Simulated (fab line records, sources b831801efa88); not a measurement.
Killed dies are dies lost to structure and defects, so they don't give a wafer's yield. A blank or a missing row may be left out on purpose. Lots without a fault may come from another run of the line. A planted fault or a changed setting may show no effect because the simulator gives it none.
Problem report in the 8D (eight disciplines) form, filled by code | flow sky130 | the parts of the form that need people (team, actions taken, sign-off) are left out

1. THE PROBLEM
cd_nm at SKY_VIA2_CD_MEAS_12 reads a mean of 165.6 nm on 2 wafers of 2 lots; wafers without a fault read 200.2 nm with a standard deviation of 1.3. That is -27 standard deviations from the usual mean.
The step: target cd 200 nm.
First seen on wafer L725.4, day 44 16:38, on cd_sem-01. The record holds 32 wafers of 11 lots with a number at this step. Rule for "out", or "out of limits": more than 4 standard deviations from the usual mean. The other wafers with a number count as sound.

2. WHAT IT IS AND WHAT IT IS NOT
question                    | is                   | is not
which readings at this step | cd_nm                | -
which lots                  | L725, L727           | L710, L714, L715, L717, L718, L719, L724, L730, L731
which wafers of those lots  | L725.4, L727.4       | L725.3, L725.5, L727.3
read on which gauges        | cd_sem-01, cd_sem-02 | -
when                        | from day 44 16:38    | up to then (23 sound wafers); but 7 sound wafers of L727, L730, L731 came after

3. SUSPECTS, AND WHAT RULES EACH OUT
Counting: a tool at a process step up to the reading stays a suspect if it ran every lot that is out. Sound lots after the first of them don't rule it out here, since some wafers of a struck lot are sound.
- the gauge at SKY_VIA2_CD_MEAS_12: ruled out. The wafers that are out were read on 2 gauges (cd_sem-01, cd_sem-02).
- krf_scanner-01 at SKY_VIA2_EXPOSE_09 (exposes mask VIM2, target cd 200 nm): kept. It ran every lot that is out, first L725 (day 44 04:28); its last sound lot up to then is L724 (day 43 17:37).
Left after counting: krf_scanner-01 at SKY_VIA2_EXPOSE_09.

4. THE CAUSE (what the simulator had put in)
Process parameter drift: krf_scanner-01, from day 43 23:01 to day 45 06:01, at SKY_VIA2_EXPOSE_09. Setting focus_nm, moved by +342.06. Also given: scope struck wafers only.
Counting left only this tool.

5. THE CHAIN OF EFFECTS, in route order
Each row: a reading whose mean over the struck wafers that have a number lies more than 3 standard deviations from the usual. Only readings for which the record gives a usual standard deviation are gone through. hours: the time from each lot's start at the first step in this table that gives one to its start at this step, as a median over the lots. sigmas: the change in usual standard deviations.
hours | step                  | reading              | usual    | on struck wafers | change | sigmas
0     | SKY_VIA2_CD_MEAS_12   | cd_nm                | 200.2 nm | 165.6            | -34.6  | -27
187   | SKY_PAD_OPEN_PROBE_99 | defect_limited_yield | 82.5 %   | 66.0             | -16.5  | -9.1
187   | SKY_PAD_OPEN_PROBE_99 | killed_at_M0_to_M3   | 45       | 120              | +76    | +12
187   | SKY_PAD_OPEN_PROBE_99 | killed_at_other      | 0.4      | 3.0              | +2.6   | +3.6
187   | SKY_PAD_OPEN_PROBE_99 | killed_dies          | 86       | 167              | +81    | +9.0
187   | SKY_PAD_OPEN_PROBE_99 | killed_on_rim        | 17       | 60               | +42    | +11
187   | SKY_PAD_OPEN_PROBE_99 | sort_bin_5_function  | 10.3 %   | 26.5             | +16.2  | +12
187   | SKY_PAD_OPEN_PROBE_99 | sort_n_pass          | 406      | 325              | -81    | -9.0
187   | SKY_PAD_OPEN_PROBE_99 | sort_yield_pct       | 82.5 %   | 66.0             | -16.5  | -9.1
The process steps in it:
- SKY_PAD_OPEN_PROBE_99

6. WHAT WOULD HAVE CAUGHT IT SOONER
In this record the first reading out of limits at a measuring or inspecting step was taken at day 44 16:38, 18 hours after the fault began at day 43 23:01.
All the lots that are out (2) had begun SKY_VIA2_EXPOSE_09 on krf_scanner-01 by day 44 16:38. A hold on the tool at that time would have spared none of them.
